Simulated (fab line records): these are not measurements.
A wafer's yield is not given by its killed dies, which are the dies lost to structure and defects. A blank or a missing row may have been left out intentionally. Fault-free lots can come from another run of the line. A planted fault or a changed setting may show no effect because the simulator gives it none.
fab line records	flow sky130
record: lots: 24	wafers: 72	lastDay: 50
route steps=708 shown VT_ADJUST_LVTN@118 VT_ADJUST_NCORE@126 SONOS_TUNNEL@162 SONOS_ONO@169
lots that met no fault: taken from a fault-free run of the same line
startH: start of the lot's first displayed wafer, in hours after the record's first day	waitH: how many hours have passed since the lot's step before this one	" unchanged from the row above	L1.1+2: a single row standing in for several wafers	- no value, or no start given	* or withheld: withheld	< > ~ a bound
route shown NAME@n: names a module that has steps shown in the file, with the first one's number in the route	usual: mean/standard deviation taken from wafers without a fault	same: alike in all rows	chamber/n: place in a boat	sites: each site's reading	_std_site: the standard deviation of these	_edge_site: mean of outer sites minus mean of inner sites	radiusMm: how far each site lies from the wafer's centre	mask NAME#n: copy n	behind: the most recent tool/chamber to have shaped the wafer	hold: what put the lot on hold/how long, in hours/how the hold closed	device: names the non-switching transistor (n, p or np)	end of line: the same wafers' tests at the end of the route	a step without rows: its recipe alone	killed: at the first sort, the dies lost to defects and structure; wafer yield is something else	map: per-die view of a wafer (x killed, . not killed, _ where there is no die)
set.NAME: the run value of the setting; set.NAME@STEP: its run value at that earlier step	model.NAME: the simulator's own value behind a step, which no gauge read
a sample of lots followed through the steps of the route, with each step as a table and each wafer as a row
== steps ==
step: SKY_VT_ADJUST_LVTN_TW_MEAS_21
usual: VT_ADJUST_LVTN_2_TW: 190.0/1.9
lot.wafer	tool	chamber	startH	waitH	VT_ADJUST_LVTN_2_TW
L075.1	filmMetro-01	-	176.99	0.1	192.1
L075.4	"	-	"	"	192.4
L075.6	"	-	"	"	192.4
L074.2	filmMetro-01	-	179.05	0.1	192.8
L074.3	"	-	"	"	192.1
L074.5	"	-	"	"	192.7
L077.1	filmMetro-01	-	195.57	0.1	191.7
L077.2	"	-	"	"	191.2
L077.4	"	-	"	"	191.3
L076.1	filmMetro-02	-	195.79	0.1	187.6
L076.5	"	-	"	"	187.6
L076.6	"	-	"	"	187.0
L078.3	filmMetro-02	-	202.96	0.1	186.4
L078.4	"	-	"	"	187.0
L078.6	"	-	"	"	187.3
L079.2	filmMetro-02	-	203.38	0.1	186.4
L079.4	"	-	"	"	186.5
L079.5	"	-	"	"	188.2
L080.4	filmMetro-04	-	213.66	0.1	190.4
L080.5	"	-	"	"	191.3
L080.6	"	-	"	"	189.8
L082.3	filmMetro-01	-	222.70	0.1	191.7
L082.4	"	-	"	"	191.5
L082.5	"	-	"	"	191.3
L081.2	filmMetro-01	-	223.59	0.1	192.0
L081.4	"	-	"	"	191.1
L081.6	"	-	"	"	191.2
L083.2	filmMetro-04	-	230.90	0.1	191.4
L083.3	"	-	"	"	190.4
L083.5	"	-	"	"	191.0
L084.2	filmMetro-02	-	232.75	0.1	187.3
L084.3	"	-	"	"	186.0
L084.6	"	-	"	"	186.5
L085.3	filmMetro-01	-	242.65	0.1	190.8
L085.5	"	-	"	"	192.5
L085.6	"	-	"	"	192.8
L086.2	filmMetro-02	-	245.30	0.1	189.0
L086.5	"	-	"	"	188.9
L086.6	"	-	"	"	189.2
L087.1	filmMetro-04	-	253.03	0.1	190.6
L087.3	"	-	"	"	189.7
L087.5	"	-	"	"	191.0
L088.1	filmMetro-01	-	259.18	0.1	192.0
L088.2	"	-	"	"	192.9
L088.3	"	-	"	"	192.9
L089.1	filmMetro-02	-	265.67	0.1	188.6
L089.3	"	-	"	"	188.3
L089.6	"	-	"	"	188.4
L090.2	filmMetro-04	-	273.89	0.1	191.4
L090.3	"	-	"	"	191.0
L090.5	"	-	"	"	192.0
L091.2	filmMetro-02	-	281.98	0.1	187.8
L091.5	"	-	"	"	188.6
L091.6	"	-	"	"	188.5
L092.1	filmMetro-01	-	287.68	0.1	190.5
L092.2	"	-	"	"	191.6
L092.5	"	-	"	"	190.9
L093.2	filmMetro-04	-	293.50	0.1	191.3
L093.3	"	-	"	"	189.9
L093.4	"	-	"	"	190.2
L094.3	filmMetro-01	-	297.95	0.1	191.0
L094.4	"	-	"	"	191.2
L094.5	"	-	"	"	192.0
L095.1	filmMetro-02	-	307.63	0.1	188.4
L095.3	"	-	"	"	189.4
L095.5	"	-	"	"	189.2
L096.4	filmMetro-02	-	309.72	0.1	188.2
L096.5	"	-	"	"	188.1
L096.6	"	-	"	"	188.3
L097.2	filmMetro-04	-	319.40	0.1	191.9
L097.5	"	-	"	"	192.5
L097.6	"	-	"	"	191.7
step: SKY_VT_ADJUST_NCORE_CD_MEAS_07
recipe: targetCdNm: 380
usual: cdNm: 380.1/2.7
lot.wafer	tool	chamber	startH	waitH	cdNm
L075.1	cdSem-01	-	197.77	0.1	380.1
L075.4	"	-	"	"	379.5
L075.6	"	-	"	"	379.0
L074.2	cdSem-02	-	199.96	0.1	375.5
L074.3	"	-	"	"	377.3
L074.5	"	-	"	"	376.9
L077.1	cdSem-01	-	217.17	0.1	380.1
L077.2	"	-	"	"	380.1
L077.4	"	-	"	"	381.6
L076.1	cdSem-01	-	218.09	0.1	382.1
L076.5	"	-	"	"	381.2
L076.6	"	-	"	"	382.0
L078.3	cdSem-02	-	225.43	0.1	382.4
L078.4	"	-	"	"	380.2
L078.6	"	-	"	"	380.3
L079.2	cdSem-01	-	225.87	0.1	377.7
L079.4	"	-	"	"	374.9
L079.5	"	-	"	"	376.1
L080.4	cdSem-02	-	235.25	0.1	379.9
L080.5	"	-	"	"	382.5
L080.6	"	-	"	"	379.8
L082.3	cdSem-02	-	245.13	0.1	381.5
L082.4	"	-	"	"	382.3
L082.5	"	-	"	"	380.1
L081.2	cdSem-01	-	245.54	0.1	377.0
L081.4	"	-	"	"	376.3
L081.6	"	-	"	"	375.8
L083.2	cdSem-01	-	254.34	0.1	379.8
L083.3	"	-	"	"	378.8
L083.5	"	-	"	"	379.1
L084.2	cdSem-01	-	256.41	0.1	378.5
L084.3	"	-	"	"	381.2
L084.6	"	-	"	"	378.0
L085.3	cdSem-02	-	266.08	0.1	380.6
L085.5	"	-	"	"	380.0
L085.6	"	-	"	"	378.3
L086.2	cdSem-01	-	268.85	0.1	382.3
L086.5	"	-	"	"	381.2
L086.6	"	-	"	"	381.7
L087.1	cdSem-01	-	276.33	0.1	380.4
L087.3	"	-	"	"	379.3
L087.5	"	-	"	"	380.8
L088.1	cdSem-02	-	283.80	0.1	378.9
L088.2	"	-	"	"	378.9
L088.3	"	-	"	"	380.1
L089.1	cdSem-02	-	290.20	0.1	384.1
L089.3	"	-	"	"	382.9
L089.6	"	-	"	"	382.5
L090.2	cdSem-02	-	298.64	0.1	378.3
L090.3	"	-	"	"	379.6
L090.5	"	-	"	"	380.7
L091.2	cdSem-02	-	307.87	0.1	378.1
L091.5	"	-	"	"	376.0
L091.6	"	-	"	"	373.8
L092.1	cdSem-02	-	313.03	0.1	379.0
L092.2	"	-	"	"	380.1
L092.5	"	-	"	"	380.4
L093.2	cdSem-01	-	318.82	0.1	387.6
L093.3	"	-	"	"	386.1
L093.4	"	-	"	"	387.9
L094.3	cdSem-02	-	323.87	0.1	379.4
L094.4	"	-	"	"	381.6
L094.5	"	-	"	"	379.4
L095.1	cdSem-01	-	333.28	0.1	377.3
L095.3	"	-	"	"	381.5
L095.5	"	-	"	"	380.8
L096.4	cdSem-01	-	335.69	0.1	379.8
L096.5	"	-	"	"	382.3
L096.6	"	-	"	"	379.3
L097.2	cdSem-02	-	345.47	0.1	384.8
L097.5	"	-	"	"	383.0
L097.6	"	-	"	"	385.8
step: SKY_VT_ADJUST_NCORE_TW_MEAS_11
usual: VT_ADJUST_NCORE_TW: 222.0/2.1
lot.wafer	tool	chamber	startH	waitH	VT_ADJUST_NCORE_TW
L075.1	filmMetro-02	-	198.18	0.1	216.2
L075.4	"	-	"	"	217.4
L075.6	"	-	"	"	217.0
L074.2	filmMetro-01	-	201.02	0.1	224.2
L074.3	"	-	"	"	223.4
L074.5	"	-	"	"	222.6
L077.1	filmMetro-01	-	217.58	0.1	222.3
L077.2	"	-	"	"	222.8
L077.4	"	-	"	"	223.2
L076.1	filmMetro-02	-	218.49	0.1	218.8
L076.5	"	-	"	"	218.2
L076.6	"	-	"	"	219.8
L078.3	filmMetro-03	-	225.81	0.1	223.7
L078.4	"	-	"	"	223.5
L078.6	"	-	"	"	223.3
L079.2	filmMetro-02	-	226.27	0.1	218.7
L079.4	"	-	"	"	218.6
L079.5	"	-	"	"	218.9
L080.4	filmMetro-01	-	235.62	0.1	222.6
L080.5	"	-	"	"	222.1
L080.6	"	-	"	"	222.4
L082.3	filmMetro-03	-	245.51	0.1	221.6
L082.4	"	-	"	"	223.3
L082.5	"	-	"	"	220.8
L081.2	filmMetro-01	-	245.94	0.1	224.1
L081.4	"	-	"	"	225.0
L081.6	"	-	"	"	224.1
L083.2	filmMetro-01	-	254.74	0.1	224.3
L083.3	"	-	"	"	225.3
L083.5	"	-	"	"	224.2
L084.2	filmMetro-01	-	256.80	0.1	224.8
L084.3	"	-	"	"	224.8
L084.6	"	-	"	"	224.7
L085.3	filmMetro-01	-	266.46	0.1	223.2
L085.5	"	-	"	"	222.8
L085.6	"	-	"	"	222.3
L086.2	filmMetro-01	-	269.25	0.1	223.1
L086.5	"	-	"	"	222.4
L086.6	"	-	"	"	222.8
L087.1	filmMetro-03	-	276.74	0.1	221.3
L087.3	"	-	"	"	221.5
L087.5	"	-	"	"	220.5
L088.1	filmMetro-01	-	284.21	0.1	221.6
L088.2	"	-	"	"	224.3
L088.3	"	-	"	"	223.1
L089.1	filmMetro-03	-	290.61	0.1	221.7
L089.3	"	-	"	"	222.0
L089.6	"	-	"	"	221.7
L090.2	filmMetro-01	-	299.04	0.1	222.6
L090.3	"	-	"	"	223.7
L090.5	"	-	"	"	223.3
L091.2	filmMetro-02	-	308.27	0.1	220.2
L091.5	"	-	"	"	219.4
L091.6	"	-	"	"	219.9
L092.1	filmMetro-03	-	313.44	0.1	222.6
L092.2	"	-	"	"	222.7
L092.5	"	-	"	"	221.8
L093.2	filmMetro-01	-	319.22	0.1	220.3
L093.3	"	-	"	"	223.0
L093.4	"	-	"	"	222.4
L094.3	filmMetro-01	-	324.26	0.1	223.1
L094.4	"	-	"	"	224.2
L094.5	"	-	"	"	222.7
L095.1	filmMetro-02	-	333.69	0.1	219.1
L095.3	"	-	"	"	217.9
L095.5	"	-	"	"	219.0
L096.4	filmMetro-03	-	336.07	0.1	221.4
L096.5	"	-	"	"	222.6
L096.6	"	-	"	"	222.0
L097.2	filmMetro-01	-	345.87	0.1	224.3
L097.5	"	-	"	"	223.6
L097.6	"	-	"	"	224.5
step: SKY_SONOS_TUNNEL_OVL_MEAS_08
usual: SONOS_TUNNEL_OVL: 0.4/1.4
lot.wafer	tool	chamber	startH	waitH	SONOS_TUNNEL_OVL[nm]
L075.1	overlay-02	-	267.37	0.1	-1.0
L075.4	"	-	"	"	0.5
L075.6	"	-	"	"	0.9
L074.2	overlay-02	-	270.58	0.1	2.6
L074.3	"	-	"	"	1.9
L074.5	"	-	"	"	1.8
L077.1	overlay-02	-	287.80	0.1	-1.8
L077.2	"	-	"	"	-0.8
L077.4	"	-	"	"	-1.3
L076.1	overlay-01	-	288.46	0.1	1.5
L076.5	"	-	"	"	3.4
L076.6	"	-	"	"	3.1
L078.3	overlay-02	-	296.92	0.1	0.4
L078.4	"	-	"	"	0.7
L078.6	"	-	"	"	0.2
L079.2	overlay-02	-	298.07	0.1	1.8
L079.4	"	-	"	"	1.1
L079.5	"	-	"	"	-0.1
L080.4	overlay-01	-	309.28	0.1	1.3
L080.5	"	-	"	"	-0.4
L080.6	"	-	"	"	0.8
L082.3	overlay-01	-	321.03	0.1	0.4
L082.4	"	-	"	"	-0.4
L082.5	"	-	"	"	-0.6
L081.2	overlay-01	-	321.81	0.1	0.7
L081.4	"	-	"	"	0.9
L081.6	"	-	"	"	1.3
L083.2	overlay-01	-	330.53	0.1	1.5
L083.3	"	-	"	"	0.6
L083.5	"	-	"	"	1.3
L084.2	overlay-01	-	332.92	0.1	1.6
L084.3	"	-	"	"	1.2
L084.6	"	-	"	"	1.6
L085.3	overlay-02	-	341.89	0.1	1.1
L085.5	"	-	"	"	1.1
L085.6	"	-	"	"	0.1
L086.2	overlay-01	-	347.13	0.1	0.5
L086.5	"	-	"	"	-0.8
L086.6	"	-	"	"	1.4
L087.1	overlay-02	-	354.37	0.1	-2.7
L087.3	"	-	"	"	-3.1
L087.5	"	-	"	"	-0.5
L088.1	overlay-01	-	362.62	0.1	0.4
L088.2	"	-	"	"	0.1
L088.3	"	-	"	"	-0.2
L089.1	overlay-01	-	368.36	0.1	0.8
L089.3	"	-	"	"	1.2
L089.6	"	-	"	"	1.4
L090.2	overlay-02	-	378.81	0.1	-1.1
L090.3	"	-	"	"	-0.4
L090.5	"	-	"	"	-2.4
L091.2	overlay-02	-	391.12	0.1	0.8
L091.5	"	-	"	"	-2.1
L091.6	"	-	"	"	-0.8
L092.1	overlay-02	-	394.77	0.1	1.7
L092.2	"	-	"	"	1.9
L092.5	"	-	"	"	1.6
L093.2	overlay-02	-	401.71	0.1	1.6
L093.3	"	-	"	"	1.3
L093.4	"	-	"	"	1.4
L094.3	overlay-01	-	408.38	0.1	-0.8
L094.4	"	-	"	"	0.8
L094.5	"	-	"	"	1.2
L095.1	overlay-01	-	419.27	0.1	-1.9
L095.3	"	-	"	"	-1.9
L095.5	"	-	"	"	-1.9
L096.4	overlay-02	-	422.09	0.1	3.6
L096.5	"	-	"	"	3.0
L096.6	"	-	"	"	2.5
L097.2	overlay-01	-	431.82	0.1	-0.8
L097.5	"	-	"	"	-0.5
L097.6	"	-	"	"	-1.2
step: SKY_SONOS_TUNNEL_TW_MEAS_12
usual: SONOS_TUNNEL_TW: 199.4/2
lot.wafer	tool	chamber	startH	waitH	SONOS_TUNNEL_TW
L075.1	filmMetro-01	-	267.83	0.0	200.8
L075.4	"	-	"	"	201.1
L075.6	"	-	"	"	201.0
L074.2	filmMetro-04	-	271.12	0.0	199.0
L074.3	"	-	"	"	200.1
L074.5	"	-	"	"	202.7
L077.1	filmMetro-02	-	288.43	0.0	197.5
L077.2	"	-	"	"	198.4
L077.4	"	-	"	"	198.3
L076.1	filmMetro-01	-	289.00	0.0	202.3
L076.5	"	-	"	"	201.8
L076.6	"	-	"	"	201.8
L078.3	filmMetro-04	-	297.55	0.0	198.9
L078.4	"	-	"	"	199.4
L078.6	"	-	"	"	199.1
L079.2	filmMetro-04	-	298.61	0.0	200.0
L079.4	"	-	"	"	199.6
L079.5	"	-	"	"	199.9
L080.4	filmMetro-02	-	309.91	0.0	198.4
L080.5	"	-	"	"	198.3
L080.6	"	-	"	"	198.4
L082.3	filmMetro-04	-	321.48	0.0	201.4
L082.4	"	-	"	"	201.3
L082.5	"	-	"	"	200.9
L081.2	filmMetro-02	-	322.36	0.0	197.3
L081.4	"	-	"	"	196.2
L081.6	"	-	"	"	197.2
L083.2	filmMetro-02	-	331.20	0.0	196.7
L083.3	"	-	"	"	197.1
L083.5	"	-	"	"	197.9
L084.2	filmMetro-04	-	333.58	0.0	199.4
L084.3	"	-	"	"	199.8
L084.6	"	-	"	"	201.3
L085.3	filmMetro-01	-	342.35	0.0	201.8
L085.5	"	-	"	"	201.9
L085.6	"	-	"	"	202.3
L086.2	filmMetro-02	-	347.68	0.0	198.1
L086.5	"	-	"	"	197.8
L086.6	"	-	"	"	197.6
L087.1	filmMetro-02	-	354.83	0.0	197.7
L087.3	"	-	"	"	198.3
L087.5	"	-	"	"	196.9
L088.1	filmMetro-02	-	363.07	0.0	197.4
L088.2	"	-	"	"	196.7
L088.3	"	-	"	"	197.6
L089.1	filmMetro-01	-	368.81	0.0	201.8
L089.3	"	-	"	"	200.5
L089.6	"	-	"	"	201.6
L090.2	filmMetro-01	-	379.28	0.0	201.7
L090.3	"	-	"	"	201.8
L090.5	"	-	"	"	202.0
L091.2	filmMetro-02	-	391.74	0.0	197.0
L091.5	"	-	"	"	197.2
L091.6	"	-	"	"	197.9
L092.1	filmMetro-02	-	395.31	0.0	198.3
L092.2	"	-	"	"	198.1
L092.5	"	-	"	"	197.4
L093.2	filmMetro-01	-	402.16	0.0	201.6
L093.3	"	-	"	"	201.5
L093.4	"	-	"	"	202.2
L094.3	filmMetro-04	-	408.83	0.0	198.8
L094.4	"	-	"	"	198.5
L094.5	"	-	"	"	199.5
L095.1	filmMetro-02	-	419.72	0.0	197.2
L095.3	"	-	"	"	197.4
L095.5	"	-	"	"	196.4
L096.4	filmMetro-01	-	422.55	0.0	201.9
L096.5	"	-	"	"	202.3
L096.6	"	-	"	"	201.1
L097.2	filmMetro-04	-	432.27	0.0	200.1
L097.5	"	-	"	"	199.6
L097.6	"	-	"	"	199.2
step: SKY_SONOS_ONO_THK_MEAS_01
recipe: reads: SiO2_of_SONOS_ONO_OXIDATION_00
usual: SONOS_ONO_OXIDATION_THK: 2.59/0.063
lot.wafer	tool	chamber	startH	waitH	SONOS_ONO_OXIDATION_THK[nm]
L075.1	filmMetro-02	-	270.28	0.0	2.49
L075.4	"	-	"	"	2.55
L075.6	"	-	"	"	2.53
L074.2	filmMetro-01	-	273.70	0.0	2.68
L074.3	"	-	"	"	2.69
L074.5	"	-	"	"	2.65
L077.1	filmMetro-01	-	289.85	0.0	2.57
L077.2	"	-	"	"	2.47
L077.4	"	-	"	"	2.58
L076.1	filmMetro-03	-	291.19	0.0	2.54
L076.5	"	-	"	"	2.53
L076.6	"	-	"	"	2.56
L079.2	filmMetro-02	-	301.27	0.0	2.51
L079.4	"	-	"	"	2.54
L079.5	"	-	"	"	2.57
L078.3	filmMetro-03	-	301.28	0.0	2.71
L078.4	"	-	"	"	2.66
L078.6	"	-	"	"	2.68
L080.4	filmMetro-01	-	311.35	0.0	2.61
L080.5	"	-	"	"	2.59
L080.6	"	-	"	"	2.63
L082.3	filmMetro-01	-	323.52	0.0	2.68
L082.4	"	-	"	"	2.64
L082.5	"	-	"	"	2.66
L081.2	filmMetro-02	-	324.85	0.0	2.58
L081.4	"	-	"	"	2.70
L081.6	"	-	"	"	2.58
L083.2	filmMetro-03	-	334.12	0.0	2.63
L083.3	"	-	"	"	2.61
L083.5	"	-	"	"	2.64
L084.2	filmMetro-03	-	335.75	0.0	2.60
L084.3	"	-	"	"	2.57
L084.6	"	-	"	"	2.66
L085.3	filmMetro-02	-	344.86	0.0	2.58
L085.5	"	-	"	"	2.55
L085.6	"	-	"	"	2.47
L086.2	filmMetro-02	-	349.61	0.0	2.63
L086.5	"	-	"	"	2.54
L086.6	"	-	"	"	2.54
L087.1	filmMetro-02	-	356.25	0.0	2.61
L087.3	"	-	"	"	2.50
L087.5	"	-	"	"	2.53
L088.1	filmMetro-02	-	364.49	0.0	2.44
L088.2	"	-	"	"	2.52
L088.3	"	-	"	"	2.53
L089.1	filmMetro-03	-	370.23	0.0	2.66
L089.3	"	-	"	"	2.64
L089.6	"	-	"	"	2.54
L090.2	filmMetro-01	-	380.70	0.0	2.61
L090.3	"	-	"	"	2.62
L090.5	"	-	"	"	2.54
L091.2	filmMetro-01	-	395.16	0.0	2.63
L091.5	"	-	"	"	2.56
L091.6	"	-	"	"	2.55
L092.1	filmMetro-02	-	398.27	0.0	2.66
L092.2	"	-	"	"	2.68
L092.5	"	-	"	"	2.64
L093.2	filmMetro-03	-	404.38	0.0	2.65
L093.3	"	-	"	"	2.67
L093.4	"	-	"	"	2.69
L094.3	filmMetro-02	-	410.76	0.0	2.64
L094.4	"	-	"	"	2.63
L094.5	"	-	"	"	2.65
L095.1	filmMetro-03	-	421.14	0.0	2.68
L095.3	"	-	"	"	2.52
L095.5	"	-	"	"	2.59
L096.4	filmMetro-03	-	425.32	0.0	2.57
L096.5	"	-	"	"	2.58
L096.6	"	-	"	"	2.48
L097.2	filmMetro-02	-	435.41	0.0	2.54
L097.5	"	-	"	"	2.57
L097.6	"	-	"	"	2.65
== key ==
fault none
